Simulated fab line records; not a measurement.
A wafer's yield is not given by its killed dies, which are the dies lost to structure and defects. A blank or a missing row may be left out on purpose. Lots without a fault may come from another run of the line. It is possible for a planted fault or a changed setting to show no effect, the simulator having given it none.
Code-filled problem report in 8D (eight disciplines) form	flow sky130	the parts of the form that need people (team, actions taken, sign-off) are left out

## 1. THE ISSUE
At SKY_LOCAL_INTERCONNECT_ETCH_13, oes_product_au averages 0.806 a.u. over 4 wafers from 2 lots, while fault-free wafers read 0.854 a.u., standard deviation 0.0044. That puts it -11 standard deviations away from the usual mean.
The step: etches BARC in N2/H2, stops on SiO2, time 45.9 s, target depth 60 nm.
The first sign was on wafer L194.2 at day 32 09:31, on rie_metal-01. Wafers with a number at this step in the record: 31, from 11 lots. Rule for "out" (also "out of limits"): further than 4 standard deviations from the usual mean. All remaining wafers that have a number are taken as sound.

## 2. WHAT IT IS, WHAT IT ISN'T
question	is	is not
which readings at this step	oes_product_au, run_length_s	drypump_motor_current_A, throttle_valve_pct
which lots	L194, L196	L189, L191, L193, L203, L206, L207, L208, L209, L211
which wafers of those lots	all that have a number	-
read on which tools	rie_metal-01	rie_metal-03, rie_metal-04
when	from day 32 09:31	up to then (9 sound wafers); but 18 sound wafers of L203, L206, L207, L208, L209, L211 came after

## 3. THE SUSPECTS, EACH WITH WHAT RULES IT OUT
Counting: a tool at any process step up to the reading remains a suspect when it ran all the lots that are out and ran no sound lot after the first of those.
- rie_metal-01 at SKY_LOCAL_INTERCONNECT_ETCH_13 (etches BARC in N2/H2, stops on SiO2, time 45.9 s, target depth 60 nm): ruled out as a lasting fault. After its first lot that is out, L194 (day 32 09:31), sound lots L207, L208, L209 ran on it.
Left after counting: nothing in the record.

## 4. THE CAUSE (what the simulator had put in)
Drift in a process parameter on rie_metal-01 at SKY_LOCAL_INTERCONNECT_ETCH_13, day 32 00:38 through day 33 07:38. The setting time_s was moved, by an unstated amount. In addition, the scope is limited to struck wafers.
Counting ruled it out, wrongly.

## 5. THE EFFECT CHAIN, in route order
Each row: a reading whose mean over the struck wafers that have a number lies more than 3 standard deviations from the usual. Scope: only readings with a usual standard deviation given in the record; hours: median across lots of the time from each lot's start at the first step in this table that gives one to its start at this step; sigmas: change in usual standard deviations.
hours	step	reading	usual	on struck wafers	change	sigmas
0	SKY_LOCAL_INTERCONNECT_ETCH_13	oes_product_au	0.854 a.u.	0.806	-0.048	-11
0	SKY_LOCAL_INTERCONNECT_ETCH_13	run_length_s	74.1 s	79.6	+5.5	+10
Here are the process steps it includes:
- SKY_LOCAL_INTERCONNECT_ETCH_13: etches BARC in N2/H2, stops on SiO2, time 45.9 s, target depth 60 nm.
Later steps that measure or inspect, where all struck wafers having a row at the step show a number for every such reading and not one has moved that far: SKY_VIA4_THK_MEAS_01.

## 6. WHAT WOULD HAVE CAUGHT IT SOONER
In this record the first reading out of limits was taken at day 32 09:31, 9 hours after the fault began at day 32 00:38.
